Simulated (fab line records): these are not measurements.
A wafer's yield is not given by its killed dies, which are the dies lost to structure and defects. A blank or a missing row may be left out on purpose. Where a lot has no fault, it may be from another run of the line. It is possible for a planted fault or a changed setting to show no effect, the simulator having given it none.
fab line records	flow sky130
record: lots: 15	wafers: 45	last-day: 50
route steps=708 shown POLY_CUT@316 SD_P@328 RES_XHIGH@336
lots that met no fault: taken from a fault-free run of the same line
start-h: start of the lot's first displayed wafer, in hours after the record's first day	wait-h: how many hours have passed since the lot's step before this one	" as in the row above	L1.1+2: one row covering several wafers at once	- no value present, or no start provided	* or withheld: withheld	< > ~ a bound
route shown NAME@n: names a module that has steps shown in the file, with the first one's number in the route	usual: average and standard deviation across the fault-free wafers	same: alike in all rows	chamber/n: place in a boat	sites: per-site readings	_std_site: how widely they spread, as a standard deviation	_edge_site: outer sites' mean less inner sites'	radius-mm: how far each site lies from the wafer's centre	mask NAME#n: copy n	behind: tool/chamber where the wafer was last shaped	hold: cause of the lot's hold/its duration in hours/its outcome	device: whichever transistor did not switch (one of n, p or np)	end of line: the tests these same wafers got at the end of their route	where a step has no rows: the recipe by itself	killed: count of dies lost to structure and defects at first sort (not the wafer's yield)	map: per-die view of a wafer (x killed, . not killed, _ where there is no die)
set.NAME: the setting the step ran with; set.NAME@STEP: the setting that earlier step ran with	model.NAME: the simulator's own value behind a step, which no gauge read
steps of the route over a sample of lots; a table a step, a row a wafer
services: from which hour (start-h, from the record's first day; less than 0 if before it) a tool's chamber was out of use, for how many hours, and why
== steps ==
step: SKY_POLY_CUT_OVL_MEAS_09
usual: POLY_CUT_OVL: 1/5.3
lot.wafer	tool	chamber	start-h	wait-h	POLY_CUT_OVL[nm]
L855.2	overlay-02	-	566.10	0.1	5
L855.4	"	-	"	"	2
L855.5	"	-	"	"	-1
L856.3	overlay-02	-	573.23	0.1	-6
L856.5	"	-	"	"	-1
L856.6	"	-	"	"	4
L857.1	overlay-02	-	581.22	0.1	3
L857.4	"	-	"	"	0
L857.6	"	-	"	"	-1
L858.1	overlay-02	-	595.65	0.1	3
L858.3	"	-	"	"	3
L858.4	"	-	"	"	-1
L859.1	overlay-01	-	604.85	0.1	-1
L859.5	"	-	"	"	9
L859.6	"	-	"	"	3
L866.1	overlay-02	-	662.07	0.1	-3
L866.4	"	-	"	"	2
L866.5	"	-	"	"	3
L867.2	overlay-01	-	667.35	0.1	4
L867.3	"	-	"	"	-7
L867.6	"	-	"	"	5
L869.3	overlay-02	-	685.66	0.1	1
L869.5	"	-	"	"	-2
L869.6	"	-	"	"	-4
L870.1	overlay-01	-	691.35	0.1	0
L870.4	"	-	"	"	-2
L870.5	"	-	"	"	-5
L871.1	overlay-01	-	709.51	0.1	5
L871.2	"	-	"	"	-2
L871.4	"	-	"	"	2
L872.2	overlay-02	-	711.32	0.1	6
L872.4	"	-	"	"	0
L872.6	"	-	"	"	-7
L873.1	overlay-01	-	715.51	0.1	-1
L873.2	"	-	"	"	-6
L873.6	"	-	"	"	-2
L874.1	overlay-01	-	724.30	0.1	-12
L874.3	"	-	"	"	-6
L874.6	"	-	"	"	6
L875.1	overlay-02	-	726.37	0.1	-2
L875.4	"	-	"	"	8
L875.6	"	-	"	"	2
L877.2	overlay-01	-	737.77	0.1	4
L877.5	"	-	"	"	9
L877.6	"	-	"	"	7
step: SKY_SD_P_OVL_MEAS_08
usual: SD_P_OVL: -0.5/1.4
lot.wafer	tool	chamber	start-h	wait-h	SD_P_OVL[nm]
L855.2	overlay-01	-	595.83	0.1	-2.3
L855.4	"	-	"	"	-1.5
L855.5	"	-	"	"	-1.4
L856.3	overlay-01	-	602.52	0.1	-1.3
L856.5	"	-	"	"	-0.3
L856.6	"	-	"	"	-1.0
L857.1	overlay-01	-	610.30	0.1	2.0
L857.4	"	-	"	"	-0.7
L857.6	"	-	"	"	0.5
L858.1	overlay-02	-	624.67	0.1	-1.3
L858.3	"	-	"	"	-0.6
L858.4	"	-	"	"	-0.1
L859.1	overlay-01	-	633.57	0.1	-2.0
L859.5	"	-	"	"	-0.2
L859.6	"	-	"	"	0.6
L866.1	overlay-01	-	690.10	0.1	0.0
L866.4	"	-	"	"	-1.1
L866.5	"	-	"	"	-2.6
L867.2	overlay-01	-	694.82	0.1	-0.1
L867.3	"	-	"	"	-2.3
L867.6	"	-	"	"	-1.7
L869.3	overlay-02	-	713.86	0.1	-2.2
L869.5	"	-	"	"	-3.6
L869.6	"	-	"	"	-1.1
L870.1	overlay-01	-	719.25	0.1	-1.0
L870.4	"	-	"	"	0.4
L870.5	"	-	"	"	0.8
L871.1	overlay-02	-	737.17	0.1	1.5
L871.2	"	-	"	"	1.0
L871.4	"	-	"	"	0.4
L872.2	overlay-02	-	739.50	0.1	0.5
L872.4	"	-	"	"	-0.2
L872.6	"	-	"	"	0.8
L873.1	overlay-02	-	743.72	0.1	-0.4
L873.2	"	-	"	"	-0.5
L873.6	"	-	"	"	-0.1
L874.1	overlay-01	-	751.51	0.1	1.4
L874.3	"	-	"	"	2.2
L874.6	"	-	"	"	0.0
L875.1	overlay-02	-	753.07	0.1	-2.8
L875.4	"	-	"	"	-0.5
L875.6	"	-	"	"	-0.8
L877.2	overlay-01	-	765.02	0.1	-2.1
L877.5	"	-	"	"	-2.8
L877.6	"	-	"	"	-1.3
step: SKY_RES_XHIGH_EXPOSE_04
recipe: mask-id: URPM	na: 0.6	source-shape: conventional	sigma-outer: 0.6	polarization: unpolarized	target-cd-nm: 1270	dose-mj: 140
usual: exposure-dose-mJ-cm2: 140.00/0.16	focus-offset-nm: 0.0/0.48
lot.wafer	tool	chamber	start-h	wait-h	mask	exposure-dose-mJ-cm2	focus-offset-nm
L855.2	iline-stepper-01	0	610.16	-	URPM#0	139.98	0.0
L855.4	"	0	"	"	URPM#0	140.04	-0.1
L855.5	"	0	"	"	URPM#0	139.89	0.2
L856.3	iline-stepper-01	0	617.22	-	URPM#0	140.12	-0.8
L856.5	"	0	"	"	URPM#0	139.84	-0.9
L856.6	"	0	"	"	URPM#0	139.97	-0.6
L857.1	iline-stepper-01	-	625.44	-	URPM#0	-	-
L857.4	"	-	"	"	URPM#0	-	-
L857.6	"	-	"	"	URPM#0	-	-
L858.1	iline-stepper-01	-	639.09	-	URPM#0	-	-
L858.3	"	-	"	"	URPM#0	-	-
L858.4	"	-	"	"	URPM#0	-	-
L859.1	iline-stepper-01	-	647.89	-	URPM#0	-	-
L859.5	"	-	"	"	URPM#0	-	-
L859.6	"	-	"	"	URPM#0	-	-
L866.1	iline-stepper-01	0	703.49	-	URPM#0	139.88	0.5
L866.4	"	0	"	"	URPM#0	139.78	0.2
L866.5	"	0	"	"	URPM#0	139.84	1.0
L867.2	iline-stepper-02	0	709.04	-	URPM#0	140.08	-0.4
L867.3	"	0	"	"	URPM#0	140.13	0.2
L867.6	"	0	"	"	URPM#0	139.93	-0.7
L869.3	iline-stepper-01	0	727.90	-	URPM#0	140.12	-0.4
L869.5	"	0	"	"	URPM#0	140.01	-0.3
L869.6	"	0	"	"	URPM#0	139.96	0.3
L870.1	iline-stepper-01	0	732.95	-	URPM#0	139.94	-0.9
L870.4	"	0	"	"	URPM#0	140.16	0.1
L870.5	"	0	"	"	URPM#0	140.11	-0.7
L871.1	iline-stepper-01	0	750.90	-	URPM#0	139.88	-0.4
L871.2	"	0	"	"	URPM#0	140.05	-0.4
L871.4	"	0	"	"	URPM#0	140.09	-0.3
L872.2	iline-stepper-01	0	753.51	-	URPM#0	140.38	0.2
L872.4	"	0	"	"	URPM#0	140.41	-0.3
L872.6	"	0	"	"	URPM#0	140.38	0.0
L873.1	iline-stepper-01	0	757.23	-	URPM#0	139.94	-0.1
L873.2	"	0	"	"	URPM#0	139.90	-0.2
L873.6	"	0	"	"	URPM#0	140.10	-0.3
L874.1	iline-stepper-02	0	765.65	-	URPM#0	140.19	0.3
L874.3	"	0	"	"	URPM#0	140.18	-0.1
L874.6	"	0	"	"	URPM#0	140.37	0.6
L875.1	iline-stepper-01	0	766.90	-	URPM#0	140.01	0.8
L875.4	"	0	"	"	URPM#0	140.09	-0.3
L875.6	"	0	"	"	URPM#0	139.73	0.4
L877.2	iline-stepper-02	0	778.81	-	URPM#0	139.97	0.6
L877.5	"	0	"	"	URPM#0	140.07	0.3
L877.6	"	0	"	"	URPM#0	139.87	0.8
step: SKY_RES_XHIGH_TW_MEAS_09
usual: RES_XHIGH_TW: 1635/12
lot.wafer	tool	chamber	start-h	wait-h	hold	RES_XHIGH_TW
L855.2	film-metro-02	-	625.10	0.1	-	1623
L855.4	"	-	"	"	-	1633
L855.5	"	-	"	"	-	1629
L856.3	film-metro-02	-	631.88	0.1	-	1631
L856.5	"	-	"	"	-	1635
L856.6	"	-	"	"	-	1634
L857.1	film-metro-03	-	639.93	0.1	await-dispo/0.2h/release	30
L857.4	"	-	"	"	await-dispo/0.2h/release	30
L857.6	"	-	"	"	await-dispo/0.2h/release	30
L857.1	film-metro-03	-	640.15	0.2	-	30
L857.4	"	-	"	"	-	30
L857.6	"	-	"	"	-	30
L858.1	film-metro-02	-	653.79	0.1	await-dispo/0.2h/release	30
L858.3	"	-	"	"	await-dispo/0.2h/release	30
L858.4	"	-	"	"	await-dispo/0.2h/release	30
L858.1	film-metro-02	-	654.02	0.2	-	30
L858.3	"	-	"	"	-	30
L858.4	"	-	"	"	-	30
L859.1	film-metro-04	-	661.88	0.1	await-dispo/0.2h/release	30
L859.5	"	-	"	"	await-dispo/0.2h/release	30
L859.6	"	-	"	"	await-dispo/0.2h/release	30
L859.1	film-metro-04	-	662.10	0.2	-	30
L859.5	"	-	"	"	-	30
L859.6	"	-	"	"	-	30
L866.1	film-metro-02	-	717.58	0.1	-	1626
L866.4	"	-	"	"	-	1638
L866.5	"	-	"	"	-	1625
L867.2	film-metro-02	-	722.65	0.1	-	1632
L867.3	"	-	"	"	-	1625
L867.6	"	-	"	"	-	1643
L869.3	film-metro-04	-	741.47	0.1	-	1625
L869.5	"	-	"	"	-	1623
L869.6	"	-	"	"	-	1637
L870.1	film-metro-04	-	746.79	0.1	-	1614
L870.4	"	-	"	"	-	1619
L870.5	"	-	"	"	-	1621
L871.1	film-metro-04	-	764.20	0.1	-	1614
L871.2	"	-	"	"	-	1625
L871.4	"	-	"	"	-	1616
L872.2	film-metro-03	-	773.25	0.1	-	1628
L872.4	"	-	"	"	-	1632
L872.6	"	-	"	"	-	1644
L873.1	film-metro-02	-	773.84	0.1	-	1630
L873.2	"	-	"	"	-	1627
L873.6	"	-	"	"	-	1638
L874.1	film-metro-04	-	779.10	0.1	-	1643
L874.3	"	-	"	"	-	1637
L874.6	"	-	"	"	-	1628
L875.1	film-metro-04	-	779.78	0.1	-	1629
L875.4	"	-	"	"	-	1626
L875.6	"	-	"	"	-	1638
L877.2	film-metro-02	-	790.69	0.1	-	1632
L877.5	"	-	"	"	-	1635
L877.6	"	-	"	"	-	1635
step: SKY_SD_N_RS_MEAS_18
recipe: thk-meas-gauge: four-point-probe
usual: RES_XHIGH_RS: 333.1/1.6
lot.wafer	tool	chamber	start-h	wait-h	RES_XHIGH_RS[ohm/sq]
L855.2	film-metro-04	-	655.10	0.1	332.1
L855.4	"	-	"	"	332.1
L855.5	"	-	"	"	333.4
L856.3	film-metro-02	-	661.21	0.1	332.2
L856.5	"	-	"	"	330.6
L856.6	"	-	"	"	332.7
L866.1	film-metro-04	-	746.23	0.1	332.5
L866.4	"	-	"	"	332.4
L866.5	"	-	"	"	333.3
L867.2	film-metro-02	-	750.60	0.1	336.9
L867.3	"	-	"	"	335.5
L867.6	"	-	"	"	335.1
L869.3	film-metro-02	-	768.66	0.1	331.5
L869.5	"	-	"	"	332.5
L869.6	"	-	"	"	332.9
L870.1	film-metro-04	-	774.47	0.1	334.1
L870.4	"	-	"	"	334.8
L870.5	"	-	"	"	334.8
L871.1	film-metro-04	-	791.12	0.1	333.9
L871.2	"	-	"	"	334.7
L871.4	"	-	"	"	334.2
L872.2	film-metro-02	-	800.21	0.1	334.9
L872.4	"	-	"	"	335.3
L872.6	"	-	"	"	335.5
L873.1	film-metro-03	-	800.54	0.1	333.5
L873.2	"	-	"	"	332.1
L873.6	"	-	"	"	332.4
L874.1	film-metro-03	-	805.33	0.1	329.4
L874.3	"	-	"	"	329.9
L874.6	"	-	"	"	329.1
L875.1	film-metro-02	-	805.72	0.1	332.4
L875.4	"	-	"	"	334.4
L875.6	"	-	"	"	331.9
L877.2	film-metro-04	-	818.15	0.1	334.0
L877.5	"	-	"	"	332.9
L877.6	"	-	"	"	332.0
== services ==
tool	chamber	start-h	hours	kind
iline-stepper-02	-	605.23	1.7	pm
iline-stepper-02	-	686.16	6.8	repair
iline-stepper-01	0	690.79	-	calibration
iline-stepper-02	0	696.96	-	calibration
iline-stepper-02	-	698.86	4.4	pm
iline-stepper-01	-	724.74	1.7	pm
iline-stepper-01	-	738.27	4.4	repair
== key ==
first-sign: step: SKY_RES_XHIGH_EXPOSE_04	reading: tool-record	direction: missing
effect: step: SKY_RES_XHIGH_TW_MEAS_09	reading: visit	direction: added
effect: step: SKY_RES_XHIGH_TW_MEAS_09	reading: RES_XHIGH_TW	direction: down	sigmas: 99+	usual: 1635	struck: 30
met-at SKY_RES_XHIGH_EXPOSE_04
struck-lots L857,L858,L859
scrapped-behind SKY_RES_XHIGH_TW_MEAS_09 L857.1,L857.4,L857.6,L858.1,L858.3,L858.4,L859.1,L859.5,L859.6
not-acting-at SKY_POLY_CUT_OVL_MEAS_09,SKY_SD_P_OVL_MEAS_08,SKY_SD_N_RS_MEAS_18
onset-between 617.22 625.44
fault: kind: skipped-step-whole	tool: iline-stepper-01	chamber: -	onset-h: 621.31	steps: SKY_RES_XHIGH_EXPOSE_04	scope: struck-lots-only
